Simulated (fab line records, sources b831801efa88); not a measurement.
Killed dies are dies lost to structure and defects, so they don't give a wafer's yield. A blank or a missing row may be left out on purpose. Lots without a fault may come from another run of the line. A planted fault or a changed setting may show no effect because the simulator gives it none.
fab line records | flow sky130
record lots=13 wafers=39 last_day=51
route steps=708 shown LDD_N@253 VIA3@574 CAP2M@603 VIA4@641 PAD_OPEN@708
lots that met no fault: from a run of the same line without faults
start_h: hours from the record's first day to the start of the lot's first wafer shown | wait_h: hours since the lot's step before | " the same as in the row above | L1.1+2: a row that stands for several wafers | - no value, or no start given | * or withheld: withheld | < > ~ a bound
route shown NAME@n: a module of which the file shows steps, and the number in the route of the first | usual: mean/standard deviation of fault-free wafers | same: alike in all rows | chamber/n: place in a boat | sites: the reading at each site | _std_site: their standard deviation | _edge_site: outer sites' mean less inner sites' | radius_mm: how far each site lies from the wafer's centre | mask NAME#n: copy n | behind: the tool/chamber that last shaped the wafer | hold: why the lot was held/for how many hours/how that ended | device: the transistor (n, p or np) that didn't switch | end of line: the same wafers' tests at the end of the route | a step without rows: its recipe alone | killed: dies lost to structure and defects at the first sort, not the wafer's yield | map: a wafer's dies, x killed, . not, _ none there
set.NAME: the setting as run; set.NAME@STEP: as run at that earlier step | model.NAME: the simulator's own value behind a step, which no gauge read
steps of the route over a sample of lots; a table a step, a row a wafer
services: from which hour (start_h, from the record's first day; less than 0 if before it) a tool's chamber was out of use, for how many hours, and why
## steps
# step SKY_LDD_N_STRIP_16
# recipe chemistry=O2/N2 power_w=1400 pressure_mtorr=1500 platen_temp_c=withheld o2_flow_sccm=3000 n2_flow_sccm=300 overash_fraction=0.5
# usual drypump_motor_current_A=5.9/0.46 oes_product_au=0.409/0.0048 strip_time_to_endpoint_s=4.376/0.015
# columns lot.wafer tool chamber start_h wait_h drypump_motor_current_A oes_product_au rf_hours_counter_h strip_time_to_endpoint_s
L916.4 plasma_asher-04 0 411.08 0.1 5.1 0.417 - 4.384
L916.5 " 0 " " 5.1 0.416 - 4.372
L916.6 " 1 " " 5.6 0.415 - 4.385
L917.1 plasma_asher-04 0 414.70 0.1 5.0 0.408 29 4.359
L917.2 " 1 " " 5.6 0.412 29 4.358
L917.5 " 0 " " 5.1 0.408 - 4.364
L918.4 plasma_asher-04 0 428.38 0.1 5.1 0.403 - 4.382
L918.5 " 0 " " 5.1 0.413 - 4.375
L918.6 " 1 " " 5.6 0.415 - 4.365
L919.3 plasma_asher-04 0 442.58 0.1 5.1 0.402 - 4.365
L919.4 " 1 " " 5.6 0.402 - 4.336
L919.6 " 1 " " 5.6 0.408 - 4.353
L921.1 plasma_asher-04 0 465.47 0.1 5.1 0.406 34 4.386
L921.4 " 1 " " 5.6 0.400 - 4.368
L921.5 " 0 " " 5.1 0.417 - 4.369
L924.1 plasma_asher-02 1 482.75 0.1 6.2 0.409 65 4.392
L924.3 " 0 " " 6.1 0.406 - 4.391
L924.5 " 0 " " 6.1 0.408 - 4.388
L929.2 plasma_asher-03 1 522.75 0.1 6.4 0.409 80 4.370
L929.3 " 0 " " 5.4 0.413 - 4.352
L929.6 " 0 " " 5.4 0.407 - 4.364
L931.2 plasma_asher-04 1 555.77 0.1 5.6 0.416 44 4.388
L931.3 " 1 " " 5.6 0.413 - 4.373
L931.4 " 0 " " 5.1 0.409 - 4.376
L932.2 plasma_asher-02 0 560.80 0.1 6.1 0.412 74 4.391
L932.3 " 1 " " 6.3 0.412 - 4.408
L932.5 " 1 " " 6.3 0.396 - 4.371
L933.2 plasma_asher-02 1 569.40 0.1 6.2 0.404 75 4.365
L933.4 " 1 " " 6.2 0.408 - 4.378
L933.5 " 1 " " 6.2 0.416 - 4.387
L934.2 plasma_asher-02 0 570.52 0.1 6.1 0.401 75 4.383
L934.3 " 0 " " 6.1 0.414 - 4.394
L934.6 " 0 " " 6.1 0.410 - 4.393
L936.1 plasma_asher-03 1 586.05 0.1 6.4 0.407 84 4.387
L936.5 " 0 " " 5.5 0.413 - 4.377
L936.6 " 1 " " 6.4 0.411 - 4.357
L937.1 plasma_asher-04 0 648.15 0.1 5.1 0.417 53 4.385
L937.2 " 1 " " 5.6 0.416 53 4.358
L937.6 " 1 " " 5.6 0.413 - 4.379
# step SKY_VIA3_THK_MEAS_01
# recipe reads=SiO2_of_VIA3_HDPCVD_00
# usual VIA3_HDPCVD_THK=1642/15
# columns lot.wafer tool chamber start_h wait_h VIA3_HDPCVD_THK[nm]
L916.4 film_metro-04 - 913.54 0.0 1639
L916.5 " - " " 1641
L916.6 " - " " 1625
L917.1 film_metro-02 - 915.06 0.1 1629
L917.2 " - " " 1646
L917.5 " - " " 1647
L918.4 film_metro-01 - 928.18 0.0 1649
L918.5 " - " " 1645
L918.6 " - " " 1665
L919.3 film_metro-01 - 953.21 0.1 1604
L919.4 " - " " 1639
L919.6 " - " " 1617
L921.1 film_metro-01 - 956.55 0.1 1628
L921.4 " - " " 1646
L921.5 " - " " 1653
L924.1 film_metro-02 - 970.28 0.1 1632
L924.3 " - " " 1593
L924.5 " - " " 1609
L929.2 film_metro-01 - 1002.53 0.1 1643
L929.3 " - " " 1654
L929.6 " - " " 1666
L931.2 film_metro-01 - 1026.33 0.2 1639
L931.3 " - " " 1655
L931.4 " - " " 1672
L932.2 film_metro-01 - 1030.75 0.2 1664
L932.3 " - " " 1634
L932.5 " - " " 1653
L933.2 film_metro-01 - 1034.60 0.1 1646
L933.4 " - " " 1640
L933.5 " - " " 1648
L934.2 film_metro-04 - 1035.64 0.2 1628
L934.3 " - " " 1654
L934.6 " - " " 1638
L936.1 film_metro-01 - 1048.90 0.1 1627
L936.5 " - " " 1605
L936.6 " - " " 1618
L937.1 film_metro-01 - 1093.67 0.1 1651
L937.2 " - " " 1635
L937.6 " - " " 1649
# step SKY_CAP2M_CVD_00
# recipe material=SiO2 target_thk_nm=15.5 temp_c=400 time_s=withheld rf_w=450
# usual heater_power_w=662/63
# columns lot.wafer tool chamber start_h wait_h heater_power_w
L916.4 pecvd-01 2 940.01 0.0 635
L916.5 " 0 " " 609
L916.6 " 2 " " 664
L917.1 pecvd-04 2 941.00 0.0 760
L917.2 " 1 " " 650
L917.5 " 1 " " 664
L918.4 pecvd-04 2 955.12 0.0 755
L918.5 " 1 " " 738
L918.6 " 0 " " 662
L919.3 pecvd-03 0 979.83 0.0 670
L919.4 " 1 " " 590
L919.6 " 2 " " 685
L921.1 pecvd-04 2 983.09 0.0 691
L921.4 " 2 " " 708
L921.5 " 1 " " 782
L924.1 pecvd-03 1 995.69 0.0 593
L924.3 " 2 " " 625
L924.5 " 1 " " 565
L929.2 pecvd-03 0 1027.56 0.0 682
L929.3 " 1 " " 618
L929.6 " 1 " " 605
L931.2 pecvd-01 2 1051.45 0.0 716
L931.3 " 0 " " 541
L931.4 " 0 " " 565
L932.2 pecvd-04 0 1055.57 0.0 596
L932.3 " 2 " " 740
L932.5 " 2 " " 751
L933.2 pecvd-03 1 1059.13 0.0 618
L933.4 " 2 " " 713
L933.5 " 1 " " 621
L934.2 pecvd-04 2 1060.20 0.0 654
L934.3 " 0 " " 651
L934.6 " 2 " " 668
L936.1 pecvd-04 2 1072.80 0.0 701
L936.5 " 0 " " 644
L936.6 " 2 " " 693
L937.1 pecvd-03 0 1118.29 0.0 686
L937.2 " 2 " " 646
L937.6 " 0 " " 715
# step SKY_VIA4_CMP_02
# recipe material=SiO2 down_force_psi=4 platen_rpm=60 pad_velocity_m_s=0.94248
# usual edge_zone_pressure_frac=1.000/0.0055 head_pressure_psi=4.000/0.0088 motor_current_A=13.1/1.1
# columns lot.wafer tool chamber start_h wait_h edge_zone_pressure_frac head_pressure_psi motor_current_A
L916.4 cmp-01 3 990.22 0.0 1.005 3.998 13.3
L916.6 " 3 " " 1.000 3.999 13.5
L916.5 " 0 " " 0.993 3.999 14.2
L917.1 cmp-01 0 990.93 0.1 0.998 3.990 15.6
L917.2 " 2 " " 1.005 3.995 14.2
L917.5 " 3 " " 0.997 4.008 12.6
L918.4 cmp-01 2 1004.15 0.1 0.996 3.998 13.0
L918.6 " 1 " " 0.998 4.010 12.6
L918.5 " 2 " " 0.996 4.004 13.7
L919.3 cmp-02 2 1028.57 0.2 0.998 3.998 12.0
L919.4 " 3 " " 0.996 3.988 13.0
L919.6 " 2 " " 0.998 4.012 12.0
L921.4 cmp-02 2 1031.08 0.1 1.003 4.001 12.1
L921.1 " 3 " " 1.008 4.006 13.4
L921.5 " 1 " " 1.002 4.001 10.7
L924.3 cmp-02 3 1043.43 0.0 0.994 3.999 12.5
L924.1 " 0 " " 0.998 3.994 13.4
L924.5 " 3 " " 1.000 4.001 13.4
L929.2 cmp-01 3 1073.55 0.4 0.998 3.997 12.9
L929.3 " 1 " " 0.993 4.008 12.4
L929.6 " 0 " " 1.003 3.997 15.2
L931.4 cmp-02 1 1098.49 4.3 1.008 3.989 11.5
L931.2 " 2 " " 1.001 3.990 11.7
L931.3 " 3 " " 0.999 4.004 13.1
L932.2 cmp-01 2 1100.69 3.6 1.007 4.006 13.1
L932.3 " 3 " " 1.003 3.996 12.9
L932.5 " 2 " " 1.003 4.009 12.9
L933.2 cmp-01 2 1102.24 3.8 1.004 4.000 12.7
L933.4 " 0 " " 0.993 3.989 14.4
L933.5 " 2 " " 1.003 4.000 13.4
L934.3 cmp-01 2 1102.84 3.9 0.990 4.005 13.1
L934.2 " 3 " " 1.002 3.996 12.5
L934.6 " 1 " " 1.001 4.017 13.3
L936.1 cmp-01 0 1108.33 0.1 1.014 3.992 14.3
L936.6 " 2 " " 1.006 3.987 13.7
L936.5 " 3 " " 1.001 3.993 13.2
L937.1 cmp-01 2 1157.75 0.1 1.000 4.018 13.4
L937.2 " 0 " " 0.993 3.996 14.9
L937.6 " 2 " " 1.005 4.005 12.9
# step SKY_PAD_OPEN_PROBE_99
# usual killed_at_M0_to_M3=45/6.9 killed_at_M4_up=3.2/1.8 killed_at_contacts=25/5.3 killed_at_front_end=16/4.3 killed_at_other=0.2/0.52 killed_dies=88/8.7 killed_open=48/6.5 killed_short=40/6
# same gross_dies=492 killed_at_back_side=0
# columns lot.wafer tool chamber start_h wait_h killed_at_M0_to_M3 killed_at_M4_up killed_at_contacts killed_at_front_end killed_at_other killed_dies killed_open killed_short
L919.3 prober-01 - 1111.43 0.2 40 2 24 80 0 146 49 28
L919.4 prober-01 - 1111.48 0.2 39 4 18 34 0 95 36 36
L919.6 prober-01 - 1111.58 0.2 49 3 19 40 0 111 34 49
L921.1 prober-01 - 1117.02 0.1 51 2 20 81 1 155 54 32
L921.4 prober-01 - 1117.17 0.2 41 2 18 42 0 103 42 32
L921.5 prober-01 - 1117.22 0.2 39 4 15 77 1 136 34 31
# killed by level:class
L919.3 LDD_N:unspecified=69 CONTACT:geometric_particle:open=13 VIA1:geometric_particle:open=9 LI_CONTACT:geometric_particle:open=7 VIA3:geometric_particle:open=7 FIELD_ISO:geometric_particle:short=6 METAL2:geometric_particle:short=4 VIA2:geometric_particle:open=4
L919.4 LDD_N:unspecified=23 CONTACT:geometric_particle:open=7 VIA1:geometric_particle:open=7 VIA2:geometric_particle:open=6 VIA2:geometric_particle:short=5 CONTACT:geometric_particle:short=4 METAL2:geometric_particle:short=4 METAL3:geometric_particle:short=4
L919.6 LDD_N:unspecified=26 VIA2:geometric_particle:open=9 METAL1:geometric_particle:short=9 VIA1:geometric_particle:open=8 METAL3:geometric_particle:short=6 LI_CONTACT:geometric_particle:short=5 LOCAL_INTERCONNECT:geometric_particle:short=5 VIA1:geometric_particle:short=5
L921.1 LDD_N:unspecified=68 VIA1:geometric_particle:open=12 VIA3:geometric_particle:open=9 CONTACT:geometric_particle:open=8 VIA1:geometric_particle:short=7 LI_CONTACT:geometric_particle:open=7 VIA3:geometric_particle:short=5 FIELD_ISO:geometric_particle:open=4
L921.4 LDD_N:unspecified=28 VIA3:geometric_particle:open=10 VIA1:geometric_particle:open=8 FIELD_ISO:geometric_particle:open=6 LI_CONTACT:geometric_particle:open=5 LOCAL_INTERCONNECT:geometric_particle:short=4 CONTACT:geometric_particle:open=4 VIA2:geometric_particle:open=4
L921.5 LDD_N:unspecified=67 VIA3:geometric_particle:open=10 VIA1:geometric_particle:short=7 CONTACT:geometric_particle:open=6 METAL1:geometric_particle:short=6 METAL2:geometric_particle:short=5 VIA2:geometric_particle:open=5 FIELD_ISO:geometric_particle:open=3
## services
# columns tool chamber start_h hours kind
cmp-01 - 404.30 4.0 pm
cmp-01 - 430.41 5.8 repair
pecvd-04 2 430.47 9.8 repair
cmp-01 - 466.97 2.1 repair
cmp-01 - 492.65 3.9 repair
cmp-01 - 510.60 2.1 repair
cmp-01 - 548.98 6.6 pm
cmp-01 - 555.58 4.2 pm
cmp-01 - 574.04 0.4 repair
plasma_asher-04 - 580.10 2.1 repair
cmp-01 - 629.44 1.7 repair
plasma_asher-04 - 655.07 10.0 repair
cmp-01 - 677.99 2.2 repair
cmp-01 - 703.26 1.1 repair
plasma_asher-04 - 733.73 3.3 repair
cmp-01 - 744.30 4.0 pm
plasma_asher-04 - 820.76 11.2 pm
cmp-01 - 924.51 4.7 pm
cmp-01 - 965.00 1.7 repair
cmp-01 - 1008.52 0.7 repair
cmp-01 - 1075.59 12.8 pm
cmp-01 - 1088.44 4.0 pm
cmp-01 - 1121.09 0.3 repair
cmp-01 - 1126.30 0.8 repair
## key
first_sign step=SKY_PAD_OPEN_PROBE_99 reading=killed_at_front_end direction=up sigmas=10 usual=16 struck=59
effect step=SKY_PAD_OPEN_PROBE_99 reading=killed_dies direction=up sigmas=4.1 usual=88 struck=124 wafers_moved=5
met_at SKY_LDD_N_STRIP_16
struck_lots L919,L921
tester_left_out L919,L921
not_acting_at SKY_VIA3_THK_MEAS_01,SKY_CAP2M_CVD_00,SKY_VIA4_CMP_02
onset_between 428.38 442.58
fault kind=chamber_particle_source tool=plasma_asher-04 chamber=- onset_h=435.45 steps=SKY_LDD_N_STRIP_16 rate_per_visit_cm2=1.8105 end_h=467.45
# tester_left_out: of these lots the tester's yield and bins aren't shown, on N5 and GAA mostly nor the transistor test; their killed dies are dies lost to structure and defects alone, not to doping, threshold or leakage, so they don't give the yield
